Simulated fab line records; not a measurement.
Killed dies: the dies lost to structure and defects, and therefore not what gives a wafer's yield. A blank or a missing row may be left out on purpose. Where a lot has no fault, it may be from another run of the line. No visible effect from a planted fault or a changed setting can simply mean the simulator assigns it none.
Problem report in the 8D (eight disciplines) form, filled by code	flow sky130	the parts of the form that need people (team, actions taken, sign-off) are left out

1. WHAT IS WRONG
At SKY_PAD_OPEN_PROBE_99, killed at front end averages 56 over 2 wafers from 2 lots, while fault-free wafers read 15, standard deviation 4.5. Relative to the usual mean, that is a shift of +9.0 standard deviations.
Earliest sighting: wafer L233.3 on prober-01 at day 50 02:04. At this step, 9 wafers from 3 lots have a number in the record. The rule behind "out" and "out of limits": a value lying over 4 standard deviations away from the usual mean. Any other wafer with a number is counted as sound.

2. WHAT THIS IS AND IS NOT
question	is	is not
which readings at this step	killed at front end	killed at contacts, killed at other, killed open, killed short
which lots	L233, L235	L230
which wafers of those lots	L233.3, L235.1	L233.2, L233.6, L235.4, L235.5
read on which tools	prober-01	prober-02
when	from day 50 02:04	up to then (4 sound wafers); but 3 sound wafers of L233, L235 came after

3. THE SUSPECTS, EACH WITH WHAT RULES IT OUT
Counting: if a tool at a process step up to the reading ran every lot that is out, it stays a suspect. Sound lots after the first of them don't rule it out here, since some wafers of a struck lot are sound.
- rie diel-04 at SKY_SONOS_ONO_ETCH_15 (etches the open film in CHF3/O2, target depth 19.52 nm, time 7.8 s): kept. Ran every lot that is out, first one L233 (day 19 04:55); last sound lot up to then L230 (day 18 06:19).
- prober-01 at SKY_PAD_OPEN_PROBE_99: kept. It ran every lot that is out, first L233 (day 50 02:01). Its own readings are out on those wafers: killed at front end.
- rie diel-04, SKY_SONOS_ONO_ETCH_15: wafers that are out in chamber 3, sound lot-mates in chambers 0, 1, 2.
Remaining after the count are rie diel-04 at SKY_SONOS_ONO_ETCH_15 and prober-01 at SKY_PAD_OPEN_PROBE_99.

4. THE CAUSE (what the simulator had put in)
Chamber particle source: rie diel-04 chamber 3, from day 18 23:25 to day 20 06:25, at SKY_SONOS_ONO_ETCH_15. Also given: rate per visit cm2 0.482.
This tool is one of the 2 suspects left after counting.

5. THE CHAIN OF EFFECTS, in route order
Rows list readings where the struck wafers' mean (over those with a number) sits beyond 3 standard deviations from the usual. Only readings for which the record gives a usual standard deviation are gone through. hours: the time from each lot's start at the first step in this table that gives one to its start at this step, as a median over the lots. sigmas: the change in usual standard deviations.
hours	step	reading	usual	on struck wafers	change	sigmas
0	SKY_PAD_OPEN_PROBE_99	killed at front end	15	56	+40	+9.0
0	SKY_PAD_OPEN_PROBE_99	killed dies	85	122	+36	+3.8
The process steps in it:
- SKY_PAD_OPEN_PROBE_99

6. WHAT WOULD HAVE CAUGHT IT SOONER
First out-of-limits reading in this record: day 50 02:04, which is 747 hours after fault onset at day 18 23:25.
An alarm limit of 4 standard deviations would not have fired on the tool readings at SKY_SONOS_ONO_ETCH_15 for which the record gives a usual standard deviation, since none of them was out on any struck wafer.
All the lots that are out (2) had begun SKY_SONOS_ONO_ETCH_15 on rie diel-04 by day 50 02:04. Tool hold at that time: it would have spared none of them.
